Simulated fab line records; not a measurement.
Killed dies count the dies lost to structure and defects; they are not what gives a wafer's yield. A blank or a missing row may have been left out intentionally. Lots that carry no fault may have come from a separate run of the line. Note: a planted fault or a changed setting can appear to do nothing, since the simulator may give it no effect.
What tool caused it?	flow gf180mcu	6 lots, 17 wafers sampled, at 4 steps of a route of 602

## WHAT THE GAUGES SHOWED, per wafer
GF_V1_CD_MEAS_14 targets a cd of 260 nm.
lot	measured	on	cd-nm (nm)
L561	day 18 11:42	cd-sem-02	258.0 258.5 258.6
L565	day 19 20:10	cd-sem-01	258.2 257.1 257.8
L568	day 21 03:52	cd-sem-01	277.4 260.3
L577	day 24 07:25	cd-sem-02	262.1 261.0 260.8
L579	day 24 18:44	cd-sem-02	260.8 261.1 260.7
L581	day 25 16:25	cd-sem-01	258.6 258.6 259.5

## TOOL THAT RAN EACH LOT (tool first, then ch and the chambers of the sampled wafers, then the start)
lot	GF_V1_CVD_02	GF_V1_CMP_04	GF_V1_EXPOSE_11
L561	pecvd-03 ch 0,1,2, day 17 10:44	cmp-02 ch 0,3, day 17 10:52	krf-scanner-02 ch 0, day 17 23:10
L565	pecvd-02 ch 0,1, day 18 19:52	cmp-01 ch 0,1,2, day 18 20:02	krf-scanner-02 ch 0, day 19 08:46
L568	pecvd-02 ch 0,1, day 20 03:34	cmp-02 ch 0,1, day 20 03:52	krf-scanner-02 ch 0, day 20 16:19
L577	pecvd-03 ch 0,1,2, day 23 08:49	cmp-02 ch 1,2,3, day 23 08:56	krf-scanner-02 ch 0, day 23 20:31
L579	pecvd-02 ch 0,1,2, day 23 19:50	cmp-02 ch 0,2,3, day 23 20:01	krf-scanner-02 ch 0, day 24 07:38
L581	pecvd-03 ch 1,2, day 24 18:49	cmp-01 ch 1,2,3, day 24 19:05	krf-scanner-01 ch 0, day 25 06:01
- GF_V1_CVD_02: deposits SiO2 from TEOS, target thk 850 nm, time 94.851 s.
- GF_V1_CMP_04: polishes SiO2.
- GF_V1_EXPOSE_11: exposes mask Via1, target cd 260 nm.

## THE ANSWER, worked out from the rows above alone
Rule: the usual values come from the lots themselves. Put in order of their means at a reading, lots are off if they are a third of the lots or fewer, leave a main group of 4 or more, and stand apart from it by a gap of 3 or more times the standard deviation of the main group's means; of several such gaps the widest counts. The tables above print the reading to a certain number of digits; a main group whose means all agree to those digits is not used. A lot without any number at a reading at which 4 lots or more have one is off too. The other lots that the step has rows for count as sound.
Off, at GF_V1_CD_MEAS_14 on cd-nm: L568. The main group: mean 259.4 nm, standard deviation 1.4.
If a tool, at a process step before that reading, ran all the lots that are off and no sound lot after the first of them, it fits. Those tools and the gauges at GF_V1_CD_MEAS_14 are tried in the same way. No candidate that was tried fits.

## WHAT WAS PUT IN BY THE SIMULATOR
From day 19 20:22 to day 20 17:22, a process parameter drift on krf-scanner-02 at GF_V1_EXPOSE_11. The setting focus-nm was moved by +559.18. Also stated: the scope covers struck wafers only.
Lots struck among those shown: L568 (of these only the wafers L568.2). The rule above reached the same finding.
